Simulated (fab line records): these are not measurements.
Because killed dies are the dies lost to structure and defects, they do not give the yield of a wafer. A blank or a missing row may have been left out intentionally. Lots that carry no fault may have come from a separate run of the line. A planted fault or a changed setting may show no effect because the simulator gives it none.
A lot that was struck, set against a sound lot || flow sky130 || 37 steps out of a route of 708
Sound: the wafers L237.1, L237.3, L237.6. Struck: wafer L241.6. (L241.1, L241.3 of the same lot were not struck and are left out.) The cause comes at the end.
Per side, at each step with rows, come the tool, then ch with its chambers, and then its first start. Under that, the readings that differ: sound wafers || struck wafers || difference of the means || sigmas: that difference in standard deviations of wafers without a fault.
alike: readings with means less than 2 such deviations apart, plus words and numbers identical on both sides. not compared: withheld readings, readings lacking a value on some wafer, bounds such as >300 that could conceal the same value, and numbers that have no deviation in the record and whose values overlap.
The two part at a step that has a row with sigmas, a row that says differs or no value, or rows on one side only. Numbers that don't overlap but have no deviation are shown without sigmas and don't part them. A reading missing from all wafers of one side parts the sides only when that side holds two or more wafers.

first, 10 steps without rows for these wafers: SKY_VIA2_ETCH_15 (etches SiO2 in C4F8/O2/Ar, stops on TiN, target depth 546 nm, time 84 s); SKY_VIA2_STRIP_16 (strips in O2/N2); SKY_VIA2_STRIP_17 (strips in post etch residue remover, time 1200 s); SKY_VIA2_CLEAN_18 (cleans in IPA, time 180 s); SKY_VIA2_CLEAN_19 (cleans in O3/DIW); SKY_VIA2_SPUTTER_20 (material TiN, target thk 20 nm, time 80 s); SKY_VIA2_CVD_21 (deposits W, target thk 420 nm, time 126.4 s); SKY_VIA2_CMP_24 (polishes, stops on SiO2, t overpolish 20 s, target thk 0 nm); SKY_METAL3_SPUTTER_00 (material Ti, target thk 15 nm, time 10 s); SKY_METAL3_SPUTTER_01 (material TiN, target thk 20 nm, time 16.7 s).
SKY_METAL3_SPUTTER_02: material AlCu, target thk 735 nm, time 39.1 s.
  sound on pvdSputter-01 at day 37 02:04; struck on pvdSputter-01 at day 38 15:53
{"reading": "cathodeDcPowerW (W)", "sound": "10601 10595 10600", "struck": 10179, "difference": -420, "sigmas": "-99 or more"}
{"reading": "model.AlCu_of_METAL3_SPUTTER_02.thkNm (nm)", "sound": "727.7 727.3 719.9", "struck": 698.8, "difference": -26.2, "sigmas": ""}
  alike: throttleValvePct
then, 24 steps without rows for these wafers: SKY_METAL3_SPUTTER_03 (material Ti, target thk 5 nm, time 3.3 s); SKY_METAL3_SPUTTER_04 (material TiN, target thk 70 nm, time 58.3 s); SKY_CAPM_CVD_00 (deposits SiO2, target thk 15.5 nm); SKY_CAPM_SPUTTER_02 (material TiN, target thk 200 nm, time 166.7 s); SKY_CAPM_DEHYDRATE_05 (time 60 s); SKY_CAPM_HMDS_06 (prime time 60 s); SKY_CAPM_COAT_07 (resist thk 1140 nm); SKY_CAPM_SOFTBAKE_08 (time 60 s); SKY_CAPM_EXPOSE_09 (exposes mask CAPM, target cd 1000 nm); SKY_CAPM_PEB_10; SKY_CAPM_DEVELOP_11 (develop time 60 s); SKY_CAPM_METAL_ETCH_13 (etches TiN in Cl2/BCl3, stops on SiO2, target depth 220 nm, time 62.9 s); SKY_CAPM_STRIP_14 (strips in O2/N2); SKY_CAPM_STRIP_15 (strips in post etch residue remover, time 1200 s); SKY_CAPM_CLEAN_16 (cleans in IPA, time 180 s); SKY_CAPM_CLEAN_17 (cleans in O3/DIW); SKY_METAL3_DEHYDRATE_05 (time 60 s); SKY_METAL3_HMDS_06 (prime time 60 s); SKY_METAL3_COAT_07 (resist thk 60 nm); SKY_METAL3_COAT_08 (resist thk 1140 nm); SKY_METAL3_SOFTBAKE_09 (time 90 s); SKY_METAL3_EXPOSE_10 (exposes mask MM3, target cd 300 nm); SKY_METAL3_PEB_11; SKY_METAL3_DEVELOP_12 (develop time 60 s).
-- the record jumps here: 2 days lie between the struck wafers' starts before and after --
SKY_METAL3_METAL_ETCH_18: etches the open film in Cl2/BCl3, stops on SiO2, target depth 845 nm, time 183.1 s.
  sound on rieMetal-03 ch 0, day 39 04:58; struck on rieMetal-02 ch 0, day 40 18:01
{"reading": "model.METAL3.featureDepthNm (nm)", "sound": "857.9 857.8 849.9", "struck": 828.3, "difference": -26.9, "sigmas": ""}
{"reading": "model.etch.depthNm (nm)", "sound": "857.9 857.8 849.9", "struck": 828.3, "difference": -26.9, "sigmas": ""}
  alike: bcl3FlowSccm, drypumpMotorCurrentA, oesProductAu, throttleValvePct
  not compared: rfHoursCounterH
-- the record jumps here: 7 days lie between the struck wafers' starts before and after (it left off in module METAL3 and takes up again in module PAD_OPEN, whose first step shown is number 708 of the route) --
SKY_PAD_OPEN_PROBE_99:
  sound on prober-02 at day 46 05:53; struck on prober-02 at day 47 13:17
{"reading": "model.etest.met3.lineOhmUm", "sound": "0.1442 0.1448 0.1449", "struck": 0.1537, "difference": "+0.0091", "sigmas": ""}
{"reading": "model.etest.met3.rsOhmSq", "sound": "0.04262 0.04317 0.04344", "struck": 0.04493, "difference": "+0.00185", "sigmas": ""}
  alike: defectLimitedYield, killed_at_M0_to_M3, killed_at_M4_up, killedAtContacts, killedAtFrontEnd, killedAtOther, killedDies, killedOpen, killedShort, sort_bin_3_pad_short, sort_bin_5_function, sort_bin_6_memory, sortNPass, sortYieldPct

== WHERE THEY PART ==
Only at SKY_METAL3_SPUTTER_02, within this record. Later steps at which nothing parts them and some readings are alike: SKY_METAL3_METAL_ETCH_18, SKY_PAD_OPEN_PROBE_99.

WHY: what had been put in by the simulator
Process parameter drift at SKY_METAL3_SPUTTER_02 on pvdSputter-01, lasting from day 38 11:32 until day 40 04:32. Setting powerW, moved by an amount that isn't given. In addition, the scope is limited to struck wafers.
